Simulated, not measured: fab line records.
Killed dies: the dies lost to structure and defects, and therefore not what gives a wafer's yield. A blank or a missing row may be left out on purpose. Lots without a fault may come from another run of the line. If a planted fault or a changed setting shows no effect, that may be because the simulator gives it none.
fab line records -- flow sfqLine
record: lots: 14, wafers: 42, lastDay: 85
route steps=325 shown I0@54
lots untouched by any fault: they come from a run of this same line in which no faults occurred
startH: hours from the record's opening day to when the first of the lot's shown wafers began -- waitH: hours since the lot's step before -- " the same as in the row above -- L1.1+2: one row covering several wafers at once -- - value missing, or start not given -- * or withheld: withheld -- < > ~ a bound
route shown NAME@n: NAME is a module with steps in the file, n the number in the route of the first one -- usual: mean/standard deviation taken from wafers without a fault -- same: alike in all rows -- chamber/n: place in a boat -- sites: per-site readings -- _std_site: their standard deviation -- _edge_site: inner sites' mean taken away from outer sites' mean -- radiusMm: how far each site lies from the wafer's centre -- mask NAME#n: copy n -- behind: the last tool/chamber to shape the wafer -- hold: the reason the lot was held/the length of the hold in hours/how it ended -- device: which transistor (n, p or np) failed to switch -- end of line: tests run on the same wafers once the route is complete -- a step with no rows: only its recipe -- killed: not the wafer's yield, but the dies lost to structure and defects at the first sort -- map: dies across one wafer; x = killed, . = not, _ = none there
set.NAME: the setting that was run; set.NAME@STEP: the one run at that earlier step -- model.NAME: the simulator's own value behind a step, which no gauge read
the route's steps for a sample of lots (tables are steps, rows are wafers)
services: when a tool's chamber went out of use (startH, in hours from the record's first day, below 0 if earlier), for how many hours, and the reason
== steps ==
step: SFQ_TRILAYER_I0_VIA_BARC_OPEN_VIA_ETCH_046
recipe: maskMaterial: PR, chemistry: O2, targetDepthNm: 125, target: BARC, sourceW: 500, biasW: 80, pressureMtorr: 30, timeS: 41.7
usual: chamberPressureMTorr: 29.999/0.026, drypumpMotorCurrentA: 5.7/0.44, oesProductAu: 0.686/0.0043, runLengthS: 70.0/0.45
lot.wafer,tool,chamber,startH,waitH,chamberPressureMTorr,drypumpMotorCurrentA,oesProductAu,rfHoursCounterH,runLengthS
L944.2,rieDiel-02,0,369.70,0.0,29.998,6.0,0.690,4,69.5
L944.3,rieDiel-02,1,369.70,0.0,30.025,5.7,0.683,38,71.0
L944.4,rieDiel-02,2,369.70,0.0,29.987,5.6,0.688,61,70.1
L945.3,rieDiel-02,0,380.50,0.0,30.039,6.1,0.689,4,69.5
L945.5,rieDiel-02,2,380.50,0.0,30.064,5.6,0.687,-,70.1
L945.6,rieDiel-02,3,380.50,0.0,29.998,5.9,0.686,-,70.2
L946.2,rieDiel-01,3,395.02,0.0,29.960,5.1,0.686,53,69.6
L946.3,rieDiel-01,2,395.02,0.0,30.032,5.1,0.683,53,69.9
L946.5,rieDiel-01,3,395.02,0.0,30.000,5.1,0.691,-,69.6
L947.2,rieDiel-02,2,414.22,0.0,30.021,5.6,0.679,62,69.9
L947.4,rieDiel-02,1,414.22,0.0,29.987,5.7,0.682,39,70.5
L947.6,rieDiel-02,3,414.22,0.0,30.006,5.9,0.686,-,70.0
L948.4,rieDiel-02,2,427.42,0.0,30.013,5.6,0.687,62,69.8
L948.5,rieDiel-02,0,427.42,0.0,29.998,6.1,0.681,-,69.5
L948.6,rieDiel-02,1,427.42,0.0,29.975,5.7,0.691,-,70.7
L949.2,rieDiel-02,0,432.22,0.0,30.015,6.0,0.706,5,67.8
L949.3,rieDiel-02,3,432.22,0.0,29.987,5.9,0.683,2,69.7
L949.6,rieDiel-02,1,432.22,0.0,30.025,5.7,0.683,-,70.6
L951.1,rieDiel-02,0,450.22,0.0,29.976,6.0,0.707,6,68.1
L951.3,rieDiel-02,2,450.22,0.0,29.990,5.6,0.688,63,70.3
L951.4,rieDiel-02,1,450.22,0.0,29.959,5.7,0.689,39,70.2
L953.3,rieDiel-04,3,478.87,0.0,30.009,6.3,0.691,10,70.8
L953.4,rieDiel-04,3,478.87,0.0,29.987,6.3,0.690,-,70.7
L953.5,rieDiel-04,2,478.87,0.0,30.030,5.0,0.679,-,69.7
L959.3,rieDiel-02,2,515.33,0.0,30.005,5.6,0.683,64,70.1
L959.4,rieDiel-02,1,515.33,0.0,30.008,5.6,0.687,41,70.2
L959.6,rieDiel-02,1,515.33,0.0,29.979,5.7,0.680,-,70.6
L960.2,rieDiel-01,0,516.53,0.0,30.013,5.8,0.691,75,70.6
L960.4,rieDiel-01,1,516.53,0.0,30.013,5.0,0.687,96,70.4
L960.5,rieDiel-01,1,516.53,0.0,29.974,5.1,0.688,-,70.4
L961.4,rieDiel-04,0,517.73,0.0,30.017,6.0,0.681,7,69.6
L961.5,rieDiel-04,1,517.73,0.0,29.971,6.2,0.677,-,69.8
L961.6,rieDiel-04,2,517.73,0.0,30.043,5.0,0.686,-,69.5
L964.1,rieDiel-02,3,521.33,0.0,30.007,5.9,0.682,3,69.9
L964.2,rieDiel-02,0,521.33,0.0,29.961,6.1,0.690,7,69.5
L964.3,rieDiel-02,2,521.33,0.0,29.958,5.6,0.687,64,69.8
L965.4,rieDiel-01,0,522.55,0.0,30.022,5.8,0.686,-,70.6
L965.5,rieDiel-01,2,522.55,0.0,30.030,5.1,0.686,-,69.4
L965.6,rieDiel-01,3,522.55,0.0,29.998,5.1,0.681,-,69.7
L966.1,rieDiel-04,2,523.73,0.0,30.010,5.0,0.689,5,69.6
L966.5,rieDiel-04,1,523.73,0.0,30.018,6.2,0.686,-,69.8
L966.6,rieDiel-04,2,523.73,0.0,30.036,5.0,0.682,-,69.4
== services ==
tool,chamber,startH,hours,kind
rieDiel-02,1,354.60,6.1,repair
rieDiel-02,3,418.14,7.9,repair
rieDiel-01,0,434.55,2.8,repair
rieDiel-01,-,449.49,2.8,pm
rieDiel-04,0,473.22,7.6,repair
rieDiel-01,1,519.40,-,clean
rieDiel-01,1,519.40,16.3,scheduledDown
rieDiel-01,1,519.40,16.3,ventCycle
rieDiel-04,0,520.80,132.0,repair
== key ==
firstSign: step: SFQ_TRILAYER_I0_VIA_BARC_OPEN_VIA_ETCH_046, reading: oesProductAu, direction: up, sigmas: 4.8, usual: 0.686, struck: 0.706
effect: step: SFQ_TRILAYER_I0_VIA_BARC_OPEN_VIA_ETCH_046, reading: runLengthS, direction: down, sigmas: 4.6, usual: *, struck: *
metAt SFQ_TRILAYER_I0_VIA_BARC_OPEN_VIA_ETCH_046
struckLots L949,L951
struckWafers L949.2,L951.1
onsetBetween 427.42 432.22
fault: kind: processParameterDrift, tool: rieDiel-02, chamber: 0, onsetH: 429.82, steps: SFQ_TRILAYER_I0_VIA_BARC_OPEN_VIA_ETCH_046, channel: timeS, offset: *, shape: step, endH: 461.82, actsIn: *, stated: *
